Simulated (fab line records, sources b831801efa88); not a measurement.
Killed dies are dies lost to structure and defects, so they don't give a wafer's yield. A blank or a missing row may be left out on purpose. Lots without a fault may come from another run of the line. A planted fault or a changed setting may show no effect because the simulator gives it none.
fab line records | flow gf180mcu
record lots=5 wafers=15 last_day=33
route steps=602 shown M2@380 V2@382
lots that met no fault: from a run of the same line without faults
start_h: hours from the record's first day to the start of the lot's first wafer shown | wait_h: hours since the lot's step before | " the same as in the row above | L1.1+2: a row that stands for several wafers | - no value, or no start given | * or withheld: withheld | < > ~ a bound
route shown NAME@n: a module of which the file shows steps, and the number in the route of the first | usual: mean/standard deviation of fault-free wafers | same: alike in all rows | chamber/n: place in a boat | sites: the reading at each site | _std_site: their standard deviation | _edge_site: outer sites' mean less inner sites' | radius_mm: how far each site lies from the wafer's centre | mask NAME#n: copy n | behind: the tool/chamber that last shaped the wafer | hold: why the lot was held/for how many hours/how that ended | device: the transistor (n, p or np) that didn't switch | end of line: the same wafers' tests at the end of the route | a step without rows: its recipe alone | killed: dies lost to structure and defects at the first sort, not the wafer's yield | map: a wafer's dies, x killed, . not, _ none there
set.NAME: the setting as run; set.NAME@STEP: as run at that earlier step | model.NAME: the simulator's own value behind a step, which no gauge read
lots at some steps of the route; a table a step, a row a wafer
services: from which hour (start_h, from the record's first day; less than 0 if before it) a tool's chamber was out of use, for how many hours, and why
## steps
# step GF_M2_STRIP_18
# recipe chemistry=post_etch_residue_remover time_s=1200 temp_c=72.5
# columns lot.wafer tool chamber start_h wait_h
L075.3+5+6 wet_bench-03 1 447.20 0.0
L076.2+5+6 wet_bench-01 3 459.95 0.1
L084.1+3+5 wet_bench-01 0 536.60 0.1
L085.1+4+5 wet_bench-02 1 549.55 0.1
L091.1+4+6 wet_bench-03 2 584.05 0.1
# step GF_M2_CLEAN_19
# recipe chemistry=DIW dry=n2_spin
# columns lot.wafer tool chamber start_h wait_h
L075.3+5+6 wet_bench-01 3 447.54 0.0
L076.2+5+6 wet_bench-03 0 460.29 0.0
L084.1+3+5 wet_bench-02 2 536.94 0.0
L085.1+4+5 wet_bench-01 1 549.89 0.0
L091.1+4+6 wet_bench-02 3 584.39 0.0
# step GF_V2_CVD_00
# recipe material=SiO2 target_thk_nm=600 sigma_open_frac=0.3 temp_c=400 time_s=100 sih4_flow_sccm=60 pressure_mtorr=6
# columns lot.wafer tool chamber start_h wait_h
L075.3+5+6 hdpcvd-02 0,0,2 447.63 0.0
L076.2+5+6 hdpcvd-02 0,1,2 460.39 0.0
L084.1+3+5 hdpcvd-01 2,0,1 537.05 0.0
L085.1+4+5 hdpcvd-01 1,2,1 549.99 0.0
L091.1+4+6 hdpcvd-01 1,0,2 584.49 0.0
# step GF_V2_THK_MEAS_01
# recipe reads=SiO2_of_V2_CVD_00
# usual V2_CVD_00_THK=599/6.4
# columns lot.wafer tool chamber start_h wait_h V2_CVD_00_THK[nm]
L075.3 film_metro-02 - 447.72 0.1 608
L075.5 " - " " 601
L075.6 " - " " 597
L076.2 film_metro-03 - 460.47 0.0 586
L076.5 " - " " 595
L076.6 " - " " 598
L084.1 film_metro-02 - 537.12 0.0 595
L084.3 " - " " 593
L084.5 " - " " 597
L085.1 film_metro-03 - 550.06 0.0 597
L085.4 " - " " 606
L085.5 " - " " 605
L091.1 film_metro-03 - 584.56 0.0 600
L091.4 " - " " 601
L091.6 " - " " 591
# step GF_V2_CVD_02
# recipe material=SiO2 target_thk_nm=850 precursor=TEOS temp_c=400 time_s=94.851 rf_w=600
# usual heater_power_w=713/120 rf_fwd_power_W=595.4/2
# columns lot.wafer tool chamber start_h wait_h heater_power_w rf_fwd_power_W
L075.3 pecvd-02 1 447.76 0.0 766 597.0
L075.5 " 1 " " 797 594.9
L075.6 " 2 " " 632 592.3
L076.2 pecvd-02 0 460.52 0.0 655 591.6
L076.5 " 0 " " 685 591.1
L076.6 " 2 " " 621 594.0
L084.1 pecvd-02 0 537.18 0.1 569 591.0
L084.3 " 1 " " 685 597.5
L084.5 " 0 " " 610 591.9
L085.1 pecvd-03 1 550.12 0.1 833 595.2
L085.4 " 2 " " 631 594.5
L085.5 " 1 " " 670 598.7
L091.1 pecvd-02 1 584.62 0.1 814 595.2
L091.4 " 0 " " 697 593.3
L091.6 " 2 " " 617 595.3
# step GF_V2_THK_MEAS_03
# recipe reads=SiO2_of_V2_CVD_02
# usual V2_CVD_02_THK=850/13
# columns lot.wafer tool chamber start_h wait_h V2_CVD_02_THK[nm]
L075.3 film_metro-01 - 447.85 0.1 853
L075.5 " - " " 854
L075.6 " - " " 860
L076.2 film_metro-03 - 460.60 0.0 824
L076.5 " - " " 841
L076.6 " - " " 855
L084.1 film_metro-02 - 537.25 0.0 844
L084.3 " - " " 849
L084.5 " - " " 857
L085.1 film_metro-02 - 550.19 0.0 834
L085.4 " - " " 846
L085.5 " - " " 840
L091.1 film_metro-03 - 584.69 0.0 850
L091.4 " - " " 854
L091.6 " - " " 847
# step GF_V2_CMP_04
# recipe material=SiO2 down_force_psi=4 platen_rpm=60 pad_velocity_m_s=0.94248
# usual edge_zone_pressure_frac=1.001/0.0053 motor_current_A=12.2/0.93 platen_rpm=60.00/0.043 time_to_endpoint_s=79/5.6
# columns lot.wafer tool chamber start_h wait_h edge_zone_pressure_frac motor_current_A platen_rpm time_to_endpoint_s
L075.3 cmp-01 3 447.94 0.1 1.019 13.6 59.98 84
L075.6 " 2 " " 1.000 12.0 60.05 86
L075.5 " 3 " " 1.003 13.4 59.98 84
L076.2 cmp-01 0 460.70 0.1 1.004 13.2 59.99 66
L076.5 " 3 " " 1.000 13.0 60.07 75
L076.6 " 0 " " 1.009 12.2 60.05 80
L084.3 cmp-02 0 537.31 0.0 0.997 11.8 60.07 79
L084.1 " 2 " " 1.001 11.2 60.04 76
L084.5 " 0 " " 1.004 11.7 59.99 83
L085.1 cmp-02 1 550.30 0.1 1.002 11.2 60.00 72
L085.4 " 2 " " 0.998 11.0 59.96 73
L085.5 " 1 " " 1.003 11.7 59.96 74
L091.1 cmp-02 1 584.80 0.1 0.991 11.4 60.00 75
L091.4 " 3 " " 0.996 11.2 59.98 75
L091.6 " 0 " " 0.993 11.2 60.07 77
## services
# columns tool chamber start_h hours kind
cmp-01 - 454.84 1.0 repair
cmp-02 - 461.15 6.9 pm
pecvd-03 - 461.64 5.5 pm
cmp-01 - 470.69 3.2 repair
pecvd-03 0 471.28 9.8 repair
wet_bench-01 - 484.42 6.8 repair
cmp-01 - 490.80 1.4 repair
wet_bench-01 - 494.66 4.4 pm
cmp-02 - 494.69 7.8 pm
wet_bench-03 - 503.74 1.9 pm
pecvd-03 0 510.63 5.6 repair
hdpcvd-01 - 511.08 6.0 pm
wet_bench-02 - 513.04 15.8 repair
pecvd-02 - 526.74 6.3 repair
hdpcvd-02 - 534.73 2.8 pm
hdpcvd-02 - 539.25 15.0 pm
hdpcvd-02 0 539.25 15.0 vent_cycle
hdpcvd-02 1 539.25 15.0 vent_cycle
pecvd-03 - 545.18 1.1 repair
cmp-02 - 552.77 3.3 repair
wet_bench-01 - 565.97 1.3 repair
cmp-02 - 572.11 4.0 pm
cmp-02 - 576.11 - consumable_replace:conditioner
cmp-02 - 576.11 - consumable_replace:pad
## key
fault none
